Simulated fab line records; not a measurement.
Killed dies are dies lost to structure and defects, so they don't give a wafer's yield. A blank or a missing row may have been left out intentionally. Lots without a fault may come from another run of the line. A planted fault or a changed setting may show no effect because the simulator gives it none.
Matching of chambers    flow sky130    SKY_VIA2_HDPCVD_00 on hdpcvd-01: 3 sister chambers
The step deposits SiO2, target thk 1180 nm, time 196.7 s. 16 wafers are shown with their chamber, then 8 later ones without.

== WAFERS WITH THEIR CHAMBER ==
wafer   chamber  susceptor temp C (C)
L075.1  0        400.26
L075.2  1        400.16
L075.3  2        399.99
L079.1  2        399.98
L079.2  1        400.06
L079.6  1        400.15
L082.1  1        400.19
L082.2  0        399.84
L082.5  2        400.23
L083.3  1        400.57
L083.4  1        400.24
L083.5  2        399.71
L085.2  2        399.85
L085.3  0        399.70
L085.4  2        399.92
L087.2  0        400.01

SIGNATURES, as means of the wafers listed above
reading           chamber 0  chamber 1  chamber 2  scatter within a chamber
susceptor temp C  399.9525   400.2283   399.9467   0.192
Rule: for a wafer and a chamber, the distance is found by dividing, reading by reading, the gap between the wafer's reading and the chamber's mean by the reading's scatter, squaring, summing and taking the root. The wafer belongs to the nearest chamber; if the next one is less than 2 further off, it can't be placed. How the scatter is found: for the shown wafers, subtract from each reading the mean of its chamber, square and add these, divide the total by (wafers less chambers), then take the root.

== WAFERS MISSING THEIR CHAMBER ==
wafer   susceptor temp C (C)
L087.4  399.78
L087.5  400.07
L092.2  400.33
L092.4  399.88
L092.6  399.92
L095.1  399.98
L095.3  399.86
L095.5  399.85

== THE CHAMBER EACH PASSED THROUGH ==
wafer   from the rows above           in truth
L087.4  can't be placed: 2 or 0 or 1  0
L087.5  can't be placed: 0 or 2 or 1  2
L092.2  can't be placed: 1 or 0 or 2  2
L092.4  can't be placed: 2 or 0 or 1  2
L092.6  can't be placed: 2 or 0 or 1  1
L095.1  can't be placed: 0 or 2 or 1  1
L095.3  can't be placed: 2 or 0 or 1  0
L095.5  can't be placed: 2 or 0 or 1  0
Correct placement for 0 of the 8. Cannot be placed on the basis of these rows: 8; the candidates contain the true chamber in 8. Placed wrongly: 0.
